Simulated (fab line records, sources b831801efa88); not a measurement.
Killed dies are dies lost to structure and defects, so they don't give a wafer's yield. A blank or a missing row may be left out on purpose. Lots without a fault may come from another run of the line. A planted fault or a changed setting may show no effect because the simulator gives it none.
Chamber matching | flow sky130 | SKY_METAL4_ETCH_17 on rie_diel-01: 4 sister chambers
The step etches SiO2 in C4F8/O2/Ar, stops on TiN, time 3.9 s, target depth 15 nm. 8 wafers are shown with their chamber, then 8 later ones without.

WAFERS WITH THEIR CHAMBER
wafer  | chamber | bias_w (W) | oes_product_au (a.u.)
L074.3 | 2       | 1204       | 0.742
L079.1 | 1       | 1192       | 0.750
L079.4 | 2       | 1201       | 0.749
L083.3 | 3       | 1196       | 0.749
L083.6 | 3       | 1195       | 0.756
L087.2 | 1       | 1201       | 0.749
L087.5 | 0       | 1199       | 0.758
L090.2 | 0       | 1199       | 0.739

WAFERS WITHOUT THEIR CHAMBER
wafer  | bias_w (W) | oes_product_au (a.u.)
L090.4 | 1201       | 0.763
L090.6 | 1202       | 0.746
L093.4 | 1204       | 0.758
L093.5 | 1204       | 0.758
L093.6 | 1201       | 0.761
L096.4 | 1201       | 0.758
L096.5 | 1205       | 0.765
L096.6 | 1202       | 0.760

WHICH CHAMBER EACH WENT THROUGH
wafer  | from the rows above               | in truth
L090.4 | can't be placed: 0 or 3 or 1 or 2 | 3
L090.6 | can't be placed: 2 or 0 or 1 or 3 | 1
L093.4 | can't be placed: 2 or 0 or 1 or 3 | 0
L093.5 | can't be placed: 2 or 0 or 1 or 3 | 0
L093.6 | can't be placed: 0 or 3 or 1 or 2 | 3
L096.4 | can't be placed: 0 or 2 or 1 or 3 | 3
L096.5 | can't be placed: 2 or 0 or 1 or 3 | 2
L096.6 | can't be placed: 0 or 2 or 1 or 3 | 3
Placed correctly: 0 of 8. Can't be placed from these rows: 8 (the true chamber is among the candidates in 8). Placed wrongly: 0.
How it was worked out, from the rows above alone: a wafer's distance from a chamber is the root of the sum, over the readings, of the square of ((its reading less the chamber's mean) divided by the reading's scatter). The wafer belongs to the nearest chamber; if the next one is less than 2 further off, it can't be placed. A chamber's mean is the mean of its shown wafers. The scatter: the root of (the sum of the squares of (reading less its chamber's mean) over the shown wafers, divided by (wafers less chambers)).
